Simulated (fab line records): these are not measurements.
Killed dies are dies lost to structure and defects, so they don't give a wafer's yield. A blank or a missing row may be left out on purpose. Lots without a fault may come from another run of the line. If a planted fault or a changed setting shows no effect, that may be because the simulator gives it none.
Which tool did it? | flow sky130 | Sampling: 11 lots, 33 wafers, 3 of 708 route steps

== WHAT THE GAUGES READ, wafer by wafer ==
SKY_CAP2M_RS_MEAS_03: uses a four-point probe to measure. Usual: for CAP2M_TIN_RS the level is 6.94 ohm/sq and the standard deviation is 0.11.
lot  | measured     | on            | CAP2M_TIN_RS (ohm/sq) | flag
L536 | day 39 18:14 | film metro-01 | 6.93 6.98 6.70        |
L539 | day 40 06:08 | film metro-03 | 6.98 6.90 6.96        |
L541 | day 41 01:13 | film metro-04 | 6.69 6.89 7.08        |
L542 | day 41 09:39 | film metro-04 | 6.91 6.92 7.09        |
L543 | day 41 22:24 | film metro-03 | 6.85 6.92 6.88        |
L547 | day 43 10:47 | film metro-04 | 7.22 6.98 7.22        |
L548 | day 43 15:36 | film metro-01 | 7.06 6.79 6.93        |
L549 | day 43 16:17 | film metro-01 | 6.85 6.93 7.19        |
L554 | day 44 16:55 | film metro-04 | 7.04 6.87 7.00        |
L555 | day 44 22:21 | film metro-01 | 7.18 7.00 7.00        |
L558 | day 45 20:33 | film metro-03 | 6.96 6.80 7.03        |

== WHICH TOOL RAN EACH LOT (tool, then ch and the chambers of the sampled wafers, then the start) ==
lot  | SKY_METAL4_SPUTTER_01        | SKY_CAP2M_SPUTTER_02
L536 | pvd sputter-01, day 39 17:53 | pvd sputter-03, day 39 18:06
L539 | pvd sputter-02, day 40 05:49 | pvd sputter-01, day 40 06:02
L541 | pvd sputter-01, day 41 00:53 | pvd sputter-03, day 41 01:06
L542 | pvd sputter-01, day 41 09:20 | pvd sputter-04, day 41 09:32
L543 | pvd sputter-03, day 41 22:04 | pvd sputter-04, day 41 22:16
L547 | pvd sputter-01, day 43 10:25 | pvd sputter-04, day 43 10:38
L548 | pvd sputter-01, day 43 15:14 | pvd sputter-03, day 43 15:29
L549 | pvd sputter-02, day 43 15:58 | pvd sputter-04, day 43 16:10
L554 | pvd sputter-02, day 44 16:36 | pvd sputter-01, day 44 16:49
L555 | pvd sputter-02, day 44 22:02 | pvd sputter-04, day 44 22:14
L558 | pvd sputter-01, day 45 20:11 | pvd sputter-03, day 45 20:24
- SKY_METAL4_SPUTTER_01: material TiN, target thk 20 nm, time 16.7 s.
- SKY_CAP2M_SPUTTER_02: material TiN, target thk 200 nm, time 166.7 s.

== AS READ BY THE TOOLS THEMSELVES (means over the sampled wafers that have a number; for cases with no such wafer, the mark the record gives instead) ==
SKY_METAL4_SPUTTER_01. Usual: throttle valve pct reads 29.7 % (standard deviation 0.85).
lot  | tool           | throttle valve pct (%) | flag
L536 | pvd sputter-01 | 29.7                   |
L539 | pvd sputter-02 | 30.3                   |
L541 | pvd sputter-01 | 29.5                   |
L542 | pvd sputter-01 | 29.6                   |
L543 | pvd sputter-03 | 28.8                   |
L547 | pvd sputter-01 | 29.9                   |
L548 | pvd sputter-01 | 29.5                   |
L549 | pvd sputter-02 | 30.4                   |
L554 | pvd sputter-02 | 30.5                   |
L555 | pvd sputter-02 | 30.3                   |
L558 | pvd sputter-01 | 30.1                   |

SKY_CAP2M_SPUTTER_02. Usual: throttle valve pct reads 29.3 % (standard deviation 0.56).
lot  | tool           | throttle valve pct (%) | flag
L536 | pvd sputter-03 | 28.7                   |
L539 | pvd sputter-01 | 29.5                   |
L541 | pvd sputter-03 | 28.7                   |
L542 | pvd sputter-04 | 29.5                   |
L543 | pvd sputter-04 | 29.2                   |
L547 | pvd sputter-04 | 29.7                   |
L548 | pvd sputter-03 | 28.8                   |
L549 | pvd sputter-04 | 29.6                   |
L554 | pvd sputter-01 | 29.7                   |
L555 | pvd sputter-04 | 29.8                   |
L558 | pvd sputter-03 | 28.8                   |

== THE ANSWER, worked out from the rows above alone ==
Rule: a lot is off if the mean of its wafers that have a number lies more than 3 standard deviations from the usual mean. Also off: a lot with no number at a reading for which 4 or more lots have one. Any other lot the step has rows for is counted as sound. The gauges are gone through in route order, then the tools' own readings, and for those a lot's mean is taken as printed above. At the first step where some lot is off, the reading lying furthest off is the one used; lots without a number count as furthest.
No lot is off at any reading shown: from this, nothing can be told.

== WHAT WAS PUT IN BY THE SIMULATOR ==
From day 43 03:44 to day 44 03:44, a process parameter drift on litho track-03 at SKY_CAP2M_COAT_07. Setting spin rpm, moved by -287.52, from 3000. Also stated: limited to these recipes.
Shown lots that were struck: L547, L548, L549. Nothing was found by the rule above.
